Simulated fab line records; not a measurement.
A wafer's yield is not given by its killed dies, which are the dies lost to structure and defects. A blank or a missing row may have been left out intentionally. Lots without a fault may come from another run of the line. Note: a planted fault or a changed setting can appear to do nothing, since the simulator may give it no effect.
Struck lot and sound lot, side by side / flow sfq line / 14 out of 325 route steps
Sound: the wafers L909.1, L909.3, L909.6. Struck: wafers L912.3, L912.5. (L912.1 of the same lot was not struck and is left out.) The cause comes at the end.
Per side, at each step with rows, come the tool, then ch with its chambers, and then its first start. Under that, the readings that differ: sound wafers / struck wafers / difference of the means / sigmas: that difference in standard deviations of wafers without a fault.
alike: readings with means less than 2 such deviations apart, plus words and numbers identical on both sides. not compared: withheld readings, readings lacking a value on some wafer, bounds such as >300 that could conceal the same value, and numbers that have no deviation in the record and whose values overlap.
The two part at a step that has a row with sigmas, a row that says differs or no value, or rows on one side only. Non-overlapping numbers with no deviation appear without sigmas and do not part them. Lack of a reading on every wafer of one side parts them only where that side has two or more wafers.

first, 6 steps without rows for these wafers: SFQ_TRILAYER_M4_LITHO_COAT_098 (resist thk 62 nm); SFQ_TRILAYER_M4_LITHO_COAT_093 (resist thk 600 nm); SFQ_TRILAYER_M4_LITHO_SOFTBAKE_097; SFQ_TRILAYER_M4_LITHO_EXPOSE_094 (exposes mask M4, target cd 500 nm); SFQ_TRILAYER_M4_LITHO_PEB_096 (peb time 60 s); SFQ_TRILAYER_M4_LITHO_DEVELOP_095 (time 60 s).
SFQ_M4_OVL_MEAS_926:
  sound: overlay-01 at day 46 00:36; struck: overlay-02 at day 48 05:33
  alike: M4_OVL
SFQ_TRILAYER_M4_BARC_OPEN_METAL_ETCH_123: etches BARC in O2, target depth 125 nm, time 41.7 s.
  sound on rie metal-03 ch 0,1, day 46 00:38; struck on rie metal-02 ch 1, day 48 05:35
  alike: drypump motor current A, oes product au
  not compared: rf hours counter h
SFQ_TRILAYER_M4_ETCH_METAL_ETCH_096: etches Nb in Cl2/Ar, stops on SiO2, target depth 240 nm, time 120 s.
  sound on rie metal-03 ch 0,1, day 46 00:42; struck on rie metal-02 ch 1, day 48 05:39
  alike: drypump motor current A, oes product au
  not compared: rf hours counter h
SFQ_TRILAYER_M4_STRIP_STRIP_097: strips in O2.
  sound on rie metal-03 ch 0,1, day 46 00:49; struck on rie metal-02 ch 1, day 48 05:46
  alike: drypump motor current A, oes product au
  not compared: rf hours counter h
then, 1 step without rows for these wafers: SFQ_TRILAYER_M4_STRIP_SOLV_CLEAN_098 (cleans in NMP, time 600 s).
SFQ_TRILAYER_I4_DEP_PECVD_099: deposits SiO2 from SiH4/N2O, time 111.11 s, target thk 500 nm.
  sound on pecvd-02 ch 0,1, day 46 01:37; struck on pecvd-03 ch 1,2, day 48 06:33
  alike: heater power outer w, heater power w, throttle valve pct
SFQ_TRILAYER_I4_CMP_CMP_100: polishes SiO2.
  sound on cmp-02 ch 0,2,3, day 46 02:11; struck on cmp-02 ch 0,3, day 48 11:50
reading=time to endpoint s (s); sound=221 205 210; struck=115 124; difference=-92; sigmas=-11
  alike: motor current A, slurry flow ml min
SFQ_I4_BOW_MEAS_927:
  sound: film metro-03 at day 46 04:41; struck: film metro-04 at day 48 13:20
reading=I4_BOW (um); sound=23 27 6; struck=-5 -1; difference=-22; sigmas=-2

## WHERE THEY PART
At SFQ_TRILAYER_I4_CMP_CMP_100 first; at SFQ_I4_BOW_MEAS_927 last (within this record only).

WHY: what had been put in by the simulator
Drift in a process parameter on cmp-02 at SFQ_TRILAYER_I4_CMP_CMP_100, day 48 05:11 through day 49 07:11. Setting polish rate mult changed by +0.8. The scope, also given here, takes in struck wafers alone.
